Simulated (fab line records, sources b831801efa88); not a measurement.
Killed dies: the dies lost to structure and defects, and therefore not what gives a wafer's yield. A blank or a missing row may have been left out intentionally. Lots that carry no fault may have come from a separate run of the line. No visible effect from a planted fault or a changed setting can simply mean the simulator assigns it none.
Matching of chambers + flow sky130 + cmp-01 running SKY_LI_CONTACT_CMP_24: 4 sister chambers
The step polishes, stops on PSG, t overpolish 20 s, target thk 0 nm. 4 wafers are shown with their chamber, then 7 later ones without.

== EACH WAFER AND ITS CHAMBER ==
| wafer  | chamber | motorCurrentA (A) |
|--------|---------|-------------------|
| L803.2 | 1       | 11.0              |
| L803.4 | 3       | 10.5              |
| L814.1 | 2       | 11.3              |
| L814.5 | 0       | 11.4              |

== WAFERS WITH NO CHAMBER GIVEN ==
| wafer  | motorCurrentA (A) |
|--------|-------------------|
| L814.6 | 10.2              |
| L817.1 | 10.9              |
| L817.3 | 10.0              |
| L817.6 | 11.0              |
| L818.1 | 9.7               |
| L818.2 | 11.2              |
| L818.5 | 11.5              |

== EACH ONE'S CHAMBER ==
| wafer  | from the rows above               | in truth |
|--------|-----------------------------------|----------|
| L814.6 | can't be placed: 3 or 1           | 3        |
| L817.1 | can't be placed: 1 or 2 or 3 or 0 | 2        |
| L817.3 | can't be placed: 3 or 1           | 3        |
| L817.6 | can't be placed: 1 or 2 or 0 or 3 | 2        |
| L818.1 | can't be placed: 3 or 1           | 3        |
| L818.2 | can't be placed: 2 or 1 or 0 or 3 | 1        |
| L818.5 | can't be placed: 0 or 2 or 1      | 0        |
Placed correctly: 0 of 7. Cannot be placed on the basis of these rows: 7; the candidates contain the true chamber in 7. Placed wrongly: 0.
How it was worked out, from the rows above alone: a wafer's distance from a chamber is the root of the sum, over the readings, of the square of ((its reading less the chamber's mean) divided by the reading's scatter). If the next closest chamber is less than 2 further off than the closest, the wafer can't be placed; otherwise it belongs to the closest. A chamber's mean is the mean of its shown wafers. The scatter: root of mean squared gap, hidden wafer to nearest shown wafer, with one shown wafer a chamber.
